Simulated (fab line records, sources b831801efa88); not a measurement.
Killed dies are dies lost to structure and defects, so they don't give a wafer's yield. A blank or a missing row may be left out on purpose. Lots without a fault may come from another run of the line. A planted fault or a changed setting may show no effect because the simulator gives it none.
fab line records | flow sky130
record lots=5 wafers=15 last_day=50
route steps=708 shown VT_ADJUST_PCH@146 SONOS_TUNNEL@154 PAD_OPEN@708
lots that met no fault: from a run of the same line without faults
start_h: hours from the record's first day to the start of the lot's first wafer shown | wait_h: hours since the lot's step before | " the same as in the row above | L1.1+2: a row that stands for several wafers | - no value, or no start given | * or withheld: withheld | < > ~ a bound
route shown NAME@n: a module of which the file shows steps, and the number in the route of the first | usual: mean/standard deviation of fault-free wafers | same: alike in all rows | chamber/n: place in a boat | sites: the reading at each site | _std_site: their standard deviation | _edge_site: outer sites' mean less inner sites' | radius_mm: how far each site lies from the wafer's centre | mask NAME#n: copy n | behind: the tool/chamber that last shaped the wafer | hold: why the lot was held/for how many hours/how that ended | device: the transistor (n, p or np) that didn't switch | end of line: the same wafers' tests at the end of the route | a step without rows: its recipe alone | killed: dies lost to structure and defects at the first sort, not the wafer's yield | map: a wafer's dies, x killed, . not, _ none there
set.NAME: the setting as run; set.NAME@STEP: as run at that earlier step | model.NAME: the simulator's own value behind a step, which no gauge read
lots at some steps of the route; a table a step, a row a wafer
services: from which hour (start_h, from the record's first day; less than 0 if before it) a tool's chamber was out of use, for how many hours, and why
## steps
# step SKY_VT_ADJUST_PCH_SOFTBAKE_03
# recipe temp_c=110 time_s=withheld
# step SKY_VT_ADJUST_PCH_EXPOSE_04
# recipe mask_id=NWM na=0.6 source_shape=conventional sigma_outer=0.6 polarization=unpolarized target_cd_nm=840 dose_mj=255
# step SKY_VT_ADJUST_PCH_PEB_05
# recipe temp_c=115 time_s=withheld
# step SKY_VT_ADJUST_PCH_DEVELOP_06
# recipe wall_angle_deg=90 developer=TMAH develop_time_s=60 dev_temp_c=23
# step SKY_VT_ADJUST_PCH_OVL_MEAS_07
# usual VT_ADJUST_PCH_OVL=0.0/1.4
# columns lot.wafer tool chamber start_h wait_h VT_ADJUST_PCH_OVL[nm]
L981.1 overlay-02 - 224.36 - -0.9
L981.3 " - " " -0.7
L981.4 " - " " -1.3
L992.2 overlay-01 - 307.17 - 1.0
L992.3 " - " " 0.8
L992.5 " - " " -0.9
L993.1 overlay-01 - 319.26 - -0.9
L993.4 " - " " -0.1
L993.5 " - " " -0.1
L102.1 overlay-02 - 384.35 - 2.9
L102.3 " - " " -1.9
L102.6 " - " " 2.4
L104.1 overlay-01 - 402.01 - 1.1
L104.4 " - " " 0.8
L104.5 " - " " 0.6
# step SKY_VT_ADJUST_PCH_IMPLANT_08
# recipe species=B energy_kev=10 dose_cm2=5e+11 tilt_deg=withheld
# step SKY_VT_ADJUST_PCH_STRIP_09
# recipe chemistry=O2/N2 power_w=1400 pressure_mtorr=1500 platen_temp_c=withheld o2_flow_sccm=3000 n2_flow_sccm=300 overash_fraction=0.5
# usual chamber_pressure_mTorr=1499.9/1.3 drypump_motor_current_A=5.4/0.42 o2_flow_sccm=2999/8.7 oes_product_au=0.722/0.0041 strip_time_to_endpoint_s=36.97/0.11
# same overash_fraction=0.5
# columns lot.wafer tool chamber start_h wait_h chamber_pressure_mTorr drypump_motor_current_A o2_flow_sccm oes_product_au rf_hours_counter_h strip_time_to_endpoint_s
L981.1 plasma_asher-01 1 224.55 0.1 1500.4 6.0 2999 0.725 50 36.89
L981.3 " 1 " " 1501.0 6.0 3000 0.730 - 36.81
L981.4 " 0 " " 1500.5 5.4 3003 0.723 - 36.78
L992.2 plasma_asher-04 0 307.35 0.1 1501.3 5.2 2998 0.720 19 37.01
L992.3 " 1 " " 1498.3 4.7 2998 0.725 - 36.96
L992.5 " 1 " " 1500.4 4.7 2984 0.720 - 36.81
L993.1 plasma_asher-02 0 319.45 0.1 1498.4 5.5 2985 0.711 64 36.92
L993.4 " 1 " " 1500.6 5.7 3007 0.718 - 37.02
L993.5 " 1 " " 1497.2 5.7 2998 0.720 - 37.04
L102.1 plasma_asher-01 1 384.54 0.1 1500.7 6.0 2990 0.713 66 37.17
L102.3 " 1 " " 1501.0 6.0 2998 0.728 - 37.15
L102.6 " 0 " " 1500.0 5.4 3004 0.720 - 37.13
L104.1 plasma_asher-04 1 402.20 0.1 1500.9 4.7 2995 0.723 29 37.06
L104.4 " 1 " " 1500.2 4.7 3000 0.726 - 37.01
L104.5 " 0 " " 1500.9 5.2 2995 0.724 - 37.01
# step SKY_VT_ADJUST_PCH_TW_MEAS_10
# usual VT_ADJUST_PCH_TW=143.2/1.1
# columns lot.wafer tool chamber start_h wait_h VT_ADJUST_PCH_TW
L981.1 film_metro-01 - 224.65 0.1 142.7
L981.3 " - " " 141.7
L981.4 " - " " 142.5
L992.2 film_metro-03 - 307.46 0.1 144.7
L992.3 " - " " 145.1
L992.5 " - " " 145.1
L993.1 film_metro-01 - 319.55 0.1 141.8
L993.4 " - " " 142.3
L993.5 " - " " 142.5
L102.1 film_metro-01 - 384.64 0.1 141.8
L102.3 " - " " 142.0
L102.6 " - " " 141.4
L104.1 film_metro-01 - 402.30 0.1 142.7
L104.4 " - " " 142.0
L104.5 " - " " 143.0
# step SKY_SONOS_TUNNEL_DEHYDRATE_00
# recipe temp_c=200 time_s=60
# step SKY_SONOS_TUNNEL_HMDS_01
# recipe prime_time_s=60 prime_temp_c=120
# step SKY_SONOS_TUNNEL_COAT_02
# recipe resist=NOVOLAK spin_rpm=3000 resist_thk_nm=1140
# step SKY_SONOS_TUNNEL_SOFTBAKE_03
# recipe temp_c=90 time_s=60 resist=NOVOLAK
# step SKY_SONOS_TUNNEL_EXPOSE_04
# recipe mask_id=TUNM na=0.6 source_shape=conventional sigma_outer=0.6 polarization=unpolarized target_cd_nm=410 dose_mj=136
# columns lot.wafer tool chamber start_h wait_h mask
L981.1+3+4 iline_stepper-02 0 235.96 - TUNM#0
L992.2+3+5 iline_stepper-01 0 320.23 - TUNM#0
L993.1+4+5 iline_stepper-01 0 333.26 - NWM#0
L102.1+3+6 iline_stepper-02 0 398.96 - TUNM#0
L104.1+4+5 iline_stepper-02 0 416.81 - TUNM#0
# step SKY_SONOS_TUNNEL_PEB_05
# recipe temp_c=withheld time_s=* resist=NOVOLAK
# step SKY_SONOS_TUNNEL_DEVELOP_06
# recipe resist=NOVOLAK developer=TMAH develop_time_s=60 dev_temp_c=23
# step SKY_SONOS_TUNNEL_CD_MEAS_07
# recipe target_cd_nm=410
# usual cd_nm=409.6/2.2
# columns lot.wafer tool chamber start_h wait_h cd_nm
L981.1 cd_sem-02 - 247.76 0.1 414.7
L981.3 " - " " 414.9
L981.4 " - " " 411.8
L992.2 cd_sem-02 - 333.53 0.1 407.8
L992.3 " - " " 409.1
L992.5 " - " " 408.7
L993.1 cd_sem-02 - 345.96 0.1 -
L993.4 " - " " -
L993.5 " - " " -
L102.1 cd_sem-02 - 412.56 0.1 409.1
L102.3 " - " " 408.4
L102.6 " - " " 408.0
L104.1 cd_sem-01 - 431.81 0.1 409.2
L104.4 " - " " 408.0
L104.5 " - " " 409.3
# step SKY_SONOS_TUNNEL_OVL_MEAS_08
# usual SONOS_TUNNEL_OVL=0.0/1.4
# columns lot.wafer tool chamber start_h wait_h SONOS_TUNNEL_OVL[nm]
L981.1 overlay-02 - 247.88 0.1 4.3
L981.3 " - " " 1.6
L981.4 " - " " 2.6
L992.2 overlay-01 - 333.64 0.1 1.3
L992.3 " - " " 0.6
L992.5 " - " " 1.6
L993.1 overlay-02 - 346.08 0.1 -
L993.4 " - " " -
L993.5 " - " " -
L102.1 overlay-01 - 412.68 0.1 0.6
L102.3 " - " " -0.2
L102.6 " - " " 0.6
L104.1 overlay-01 - 431.93 0.1 -0.4
L104.4 " - " " -0.1
L104.5 " - " " -0.4
# step SKY_SONOS_TUNNEL_IMPLANT_09
# recipe species=B energy_kev=20 dose_cm2=1e+12 tilt_deg=withheld
# step SKY_SONOS_TUNNEL_WET_ETCH_10
# recipe chemistry=dHF target_depth_nm=14 target=SiO2 dilution=100:1 temp_c=25 time_s=280
# step SKY_SONOS_TUNNEL_STRIP_11
# recipe chemistry=SPM time_s=600 temp_c=130
# step SKY_SONOS_TUNNEL_TW_MEAS_12
# usual SONOS_TUNNEL_TW=197.6/2.1
# columns lot.wafer tool chamber start_h wait_h SONOS_TUNNEL_TW
L981.1 film_metro-03 - 248.36 0.0 197.8
L981.3 " - " " 197.8
L981.4 " - " " 198.9
L992.2 film_metro-03 - 334.12 0.0 200.3
L992.3 " - " " 199.7
L992.5 " - " " 199.9
L993.1 film_metro-02 - 346.53 0.0 30.0
L993.4 " - " " 29.9
L993.5 " - " " 29.8
L102.1 film_metro-04 - 413.13 0.0 194.7
L102.3 " - " " 193.9
L102.6 " - " " 195.0
L104.1 film_metro-03 - 432.55 0.0 202.5
L104.4 " - " " 200.8
L104.5 " - " " 201.0
# step SKY_SONOS_TUNNEL_CLEAN_13
# recipe chemistry=dHF time_s=20 dilution=100:1 dry=ipa_marangoni
# step SKY_PAD_OPEN_PROBE_99
# usual killed_at_M0_to_M3=42/6.6 killed_at_M4_up=3.0/1.8 killed_at_contacts=25/5.1 killed_at_front_end=15/4.4 killed_at_other=0.3/0.56 killed_dies=86/8.6 killed_on_rim=17/3.9 killed_open=47/6.9 killed_short=38/6
# same gross_dies=492 killed_at_back_side=0
# columns lot.wafer tool chamber start_h wait_h killed_at_M0_to_M3 killed_at_M4_up killed_at_contacts killed_at_front_end killed_at_other killed_dies killed_on_rim killed_open killed_short
L981.1 prober-01 - 1068.47 0.1 42 5 22 13 1 83 18 45 37
L981.3 prober-01 - 1068.57 0.2 46 2 27 17 0 92 16 55 36
L981.4 prober-01 - 1068.62 0.2 38 3 17 20 0 78 15 50 27
L992.2 prober-02 - 1143.58 0.1 30 2 31 21 0 84 16 45 39
L992.3 prober-02 - 1143.63 0.2 45 4 25 11 0 85 9 47 37
L992.5 prober-02 - 1143.73 0.2 46 1 30 11 0 88 15 49 39
L993.1 prober-01 - 1151.68 0.1 53 1 29 409 0 492 96 56 34
L993.4 prober-01 - 1151.83 0.2 37 2 29 424 0 492 96 39 39
L993.5 prober-01 - 1151.88 0.2 43 1 28 419 1 492 96 58 33
L102.1 prober-02 - 1187.59 0.1 31 4 29 13 0 77 19 43 34
L102.3 prober-02 - 1187.69 0.2 36 1 38 14 0 89 14 54 35
L102.6 prober-02 - 1187.84 0.2 40 2 29 16 0 87 17 55 32
L104.1 prober-02 - 1198.53 0.1 32 4 21 15 0 72 10 31 41
L104.4 prober-02 - 1198.68 0.2 48 3 25 18 0 94 21 53 41
L104.5 prober-02 - 1198.73 0.2 44 4 30 7 1 86 13 50 36
# killed by level:class
L981.1 CONTACT:geometric_particle:open=13 VIA1:geometric_particle:open=10 METAL1:geometric_particle:short=6 POLY_GATE:geometric_particle:short=5 VIA3:geometric_particle:open=5 METAL2:geometric_particle:short=5 METAL4:geometric_particle:short=5 LI_CONTACT:geometric_particle:open=4
L981.3 CONTACT:geometric_particle:open=13 VIA1:geometric_particle:open=9 LI_CONTACT:geometric_particle:open=8 VIA2:geometric_particle:open=7 FIELD_ISO:geometric_particle:short=5 VIA1:geometric_particle:short=5 VIA2:geometric_particle:short=5 VIA3:geometric_particle:open=5
L981.4 VIA2:geometric_particle:open=11 CONTACT:geometric_particle:open=9 VIA1:geometric_particle:open=8 FIELD_ISO:geometric_particle:short=6 POLY_GATE:geometric_particle:open=5 LI_CONTACT:geometric_particle:open=5 METAL1:geometric_particle:short=5 FIELD_ISO:geometric_particle:open=4
L992.2 VIA1:geometric_particle:open=10 CONTACT:geometric_particle:open=8 FIELD_ISO:geometric_particle:short=7 CONTACT:geometric_particle:short=7 POLY_GATE:geometric_particle:open=6 POLY_GATE:geometric_particle:short=5 LI_CONTACT:geometric_particle:short=5 LOCAL_INTERCONNECT:geometric_particle:short=5
L992.3 VIA1:geometric_particle:open=11 CONTACT:geometric_particle:open=9 VIA2:geometric_particle:open=7 VIA3:geometric_particle:open=7 LOCAL_INTERCONNECT:geometric_particle:short=5 METAL1:geometric_particle:short=5 POLY_GATE:geometric_particle:short=4 METAL4:geometric_particle:short=4
L992.5 VIA2:geometric_particle:open=11 CONTACT:geometric_particle:open=9 LOCAL_INTERCONNECT:geometric_particle:short=9 VIA1:geometric_particle:short=8 LI_CONTACT:geometric_particle:open=7 VIA1:geometric_particle:open=7 POLY_GATE:geometric_particle:open=6 METAL2:geometric_particle:short=5
L993.1 SONOS_TUNNEL:area_expose=402 LI_CONTACT:geometric_particle:open=15 VIA1:geometric_particle:open=14 VIA3:geometric_particle:open=10 VIA2:geometric_particle:open=6 METAL2:geometric_particle:short=6 CONTACT:geometric_particle:short=5 LOCAL_INTERCONNECT:geometric_particle:short=4
L993.4 SONOS_TUNNEL:area_expose=414 CONTACT:geometric_particle:open=9 METAL2:geometric_particle:short=7 VIA3:geometric_particle:open=6 LOCAL_INTERCONNECT:geometric_particle:short=6 VIA1:geometric_particle:open=6 LI_CONTACT:geometric_particle:open=5 VIA1:geometric_particle:short=5
L993.5 SONOS_TUNNEL:area_expose=401 CONTACT:geometric_particle:open=17 VIA1:geometric_particle:open=12 VIA3:geometric_particle:open=8 FIELD_ISO:geometric_particle:open=6 VIA2:geometric_particle:short=5 LI_CONTACT:geometric_particle:open=4 VIA1:geometric_particle:short=4
L102.1 CONTACT:geometric_particle:open=12 VIA1:geometric_particle:open=8 LI_CONTACT:geometric_particle:open=7 VIA1:geometric_particle:short=6 LOCAL_INTERCONNECT:geometric_particle:short=5 FIELD_ISO:geometric_particle:open=4 VIA2:geometric_particle:short=4 FIELD_ISO:geometric_particle:short=3
L102.3 CONTACT:geometric_particle:open=15 LI_CONTACT:geometric_particle:open=11 VIA1:geometric_particle:open=9 METAL1:geometric_particle:short=8 VIA2:geometric_particle:open=7 LOCAL_INTERCONNECT:geometric_particle:short=6 POLY_GATE:geometric_particle:open=4 LI_CONTACT:geometric_particle:short=4
L102.6 CONTACT:geometric_particle:open=11 VIA3:geometric_particle:open=9 VIA1:geometric_particle:open=7 FIELD_ISO:geometric_particle:open=6 LI_CONTACT:geometric_particle:open=6 VIA1:geometric_particle:short=5 POLY_GATE:geometric_particle:open=4 CONTACT:geometric_particle:short=4
L104.1 FIELD_ISO:geometric_particle:open=8 LI_CONTACT:geometric_particle:open=6 METAL1:geometric_particle:short=6 LOCAL_INTERCONNECT:geometric_particle:short=5 CONTACT:geometric_particle:open=5 VIA2:geometric_particle:open=4 VIA1:geometric_particle:open=4 CONTACT:geometric_particle:short=4
L104.4 VIA1:geometric_particle:open=13 CONTACT:geometric_particle:open=9 FIELD_ISO:geometric_particle:open=7 VIA3:geometric_particle:open=7 LOCAL_INTERCONNECT:geometric_particle:short=6 VIA1:geometric_particle:short=5 VIA2:geometric_particle:open=5 CONTACT:geometric_particle:short=4
L104.5 VIA1:geometric_particle:open=15 CONTACT:geometric_particle:short=8 VIA2:geometric_particle:open=8 LI_CONTACT:geometric_particle:open=7 CONTACT:geometric_particle:open=6 METAL2:geometric_particle:short=4 VIA3:geometric_particle:short=4 LI_CONTACT:geometric_particle:short=3
# map L993.1 (x killed, . not)
__________xxxxxxxxxx_________
________xxxxxxxxxxxxxx_______
______xxxxxxxxxxxxxxxxxx_____
_____xxxxxxxxxxxxxxxxxxxx____
____xxxxxxxxxxxxxxxxxxxxxx___
___xxxxxxxxxxxxxxxxxxxxxxxx__
__xxxxxxxxxxxxxxxxxxxxxxxxxx_
_xxxxxxxxxxxxxxxxxxxxxxxxxxxx
_xxxxxxxxxxxxxxxxxxxxxxxxxxxx
_xxxxxxxxxxxxxxxxxxxxxxxxxxxx
_xxxxxxxxxxxxxxxxxxxxxxxxxxxx
_xxxxxxxxxxxxxxxxxxxxxxxxxxxx
_xxxxxxxxxxxxxxxxxxxxxxxxxxxx
_xxxxxxxxxxxxxxxxxxxxxxxxxxxx
_xxxxxxxxxxxxxxxxxxxxxxxxxxxx
__xxxxxxxxxxxxxxxxxxxxxxxxxx_
___xxxxxxxxxxxxxxxxxxxxxxxx__
____xxxxxxxxxxxxxxxxxxxxxx___
_____xxxxxxxxxxxxxxxxxxxx____
______xxxxxxxxxxxxxxxxxx_____
________xxxxxxxxxxxxxx_______
__________xxxxxxxxxx_________
# map L992.5 (x killed, . not)
__________...x..xx.._________
________x..x....x....x_______
______.x..x............._____
_____x...x..x.......x....____
____...xxx.......x.......x___
___........x.....x....x....__
__..x.....x.xx..x....x......_
_x..........xx..........xx...
_.....x.....xx.....x...x.....
_.x............xx............
_..x...x.....x...............
_.x..xx..........x.........x.
_.........x..x.x...xx..x....x
_.x.x............xxx.x.x.....
_..............x.............
__..x..x...x............x..._
___.....x......x......x....__
____x.....x..x..x....x..x.___
_____....x.xxxx.x........____
______.....x.......x...._____
________x.......x....x_______
__________....x....._________
## services
# columns tool chamber start_h hours kind
iline_stepper-02 - 274.07 8.9 pm
iline_stepper-01 - 282.96 1.7 pm
iline_stepper-02 - 307.21 6.1 repair
iline_stepper-01 - 312.68 1.4 repair
plasma_asher-04 - 330.72 1.5 repair
iline_stepper-01 0 344.98 - calibration
iline_stepper-02 - 355.13 1.7 pm
iline_stepper-02 0 356.92 - calibration
plasma_asher-02 - 377.50 4.4 repair
iline_stepper-01 - 397.06 7.1 repair
## key
first_sign step=SKY_SONOS_TUNNEL_EXPOSE_04 reading=mask direction=changed
effect step=SKY_SONOS_TUNNEL_CD_MEAS_07 reading=cd_nm direction=missing
effect step=SKY_SONOS_TUNNEL_OVL_MEAS_08 reading=SONOS_TUNNEL_OVL direction=missing
effect step=SKY_SONOS_TUNNEL_TW_MEAS_12 reading=SONOS_TUNNEL_TW direction=down sigmas=78 usual=197.6 struck=29.9
effect step=SKY_PAD_OPEN_PROBE_99 reading=killed_at_front_end direction=up sigmas=92 usual=15 struck=417
more_kills_born_at SKY_SONOS_TUNNEL_EXPOSE_04@iline_stepper-01=1217
met_at SKY_SONOS_TUNNEL_EXPOSE_04
struck_wafers L993.1,L993.4,L993.5
later_rows_left_out L993.1,L993.4,L993.5
tester_left_out L993
onset_between 320.23 333.26
fault kind=wrong_mask tool=any chamber=- onset_h=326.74 steps=SKY_SONOS_TUNNEL_EXPOSE_04 aux_copy=NWM#0 scope=struck_lots_only
# tester_left_out: of these lots the tester's yield and bins aren't shown, on N5 and GAA mostly nor the transistor test; their killed dies are dies lost to structure and defects alone, not to doping, threshold or leakage, so they don't give the yield
# later_rows_left_out: the simulator's readings of these wafers behind a module that went badly wrong aren't trusted and aren't shown, but for the sort
